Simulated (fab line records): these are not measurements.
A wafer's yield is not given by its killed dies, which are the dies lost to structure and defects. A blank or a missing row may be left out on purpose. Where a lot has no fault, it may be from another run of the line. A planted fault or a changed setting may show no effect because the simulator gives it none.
What tool caused it? / flow sky130 / 36 wafers sampled from 12 lots at 1 step of a route of 708

== WHAT THE GAUGES READ, wafer by wafer ==
SKY_VIA3_CD_MEAS_12 targets a cd of 200 nm. Usual: cd_nm 200.0 nm, standard deviation 1.4.
lot=L441; measured=day 39 10:15; on=cd_sem-01; cd_nm (nm)=201.1 200.9 200.4; flag=
lot=L443; measured=day 40 05:37; on=cd_sem-02; cd_nm (nm)=199.4 198.0 198.0; flag=
lot=L444; measured=day 40 15:25; on=cd_sem-02; cd_nm (nm)=201.1 200.4 203.0; flag=
lot=L445; measured=day 40 15:29; on=cd_sem-01; cd_nm (nm)=199.0 198.9 197.9; flag=
lot=L447; measured=day 41 15:34; on=cd_sem-02; cd_nm (nm)=199.2 200.4 200.2; flag=
lot=L448; measured=day 41 22:01; on=cd_sem-02; cd_nm (nm)=199.5 199.8 198.6; flag=
lot=L449; measured=day 42 02:50; on=cd_sem-02; cd_nm (nm)=200.1 199.2 200.3; flag=
lot=L454; measured=day 43 14:55; on=cd_sem-01; cd_nm (nm)=200.2 200.0 200.1; flag=
lot=L456; measured=day 44 00:56; on=cd_sem-01; cd_nm (nm)=198.5 200.0 199.1; flag=
lot=L461; measured=day 45 18:22; on=cd_sem-02; cd_nm (nm)=199.4 198.3 198.9; flag=
lot=L463; measured=day 45 23:57; on=cd_sem-02; cd_nm (nm)=201.0 201.2 201.6; flag=
lot=L464; measured=day 46 02:19; on=cd_sem-01; cd_nm (nm)=199.9 200.1 199.0; flag=

== WHAT TOOL EACH LOT RAN ON (gives the tool, then ch and the chambers of the sampled wafers, and finally the start) ==
The record shows no process step preceding these readings.

== AS READ BY THE TOOLS THEMSELVES (means over the sampled wafers that have a number; for cases with no such wafer, the mark the record gives instead) ==
The record holds no such reading with a usual standard deviation.

== THE ANSWER, worked out from the rows above alone ==
Rule: a lot counts as off when the mean over its wafers that have a number is more than 3 standard deviations away from the usual mean. A lot without any number at a reading at which 4 lots or more have one is off too. Where the step has rows for the other lots, those lots are counted as sound. First the gauges in route order, then the tools' own readings, where a lot's mean is used as printed above. The first step at which some lot is off is used, and at that step the reading that is off furthest; a lot without a number counts as furthest.
Across all readings shown, no lot is off: no conclusion can be drawn from this.

== WHAT THE SIMULATOR PUT IN ==
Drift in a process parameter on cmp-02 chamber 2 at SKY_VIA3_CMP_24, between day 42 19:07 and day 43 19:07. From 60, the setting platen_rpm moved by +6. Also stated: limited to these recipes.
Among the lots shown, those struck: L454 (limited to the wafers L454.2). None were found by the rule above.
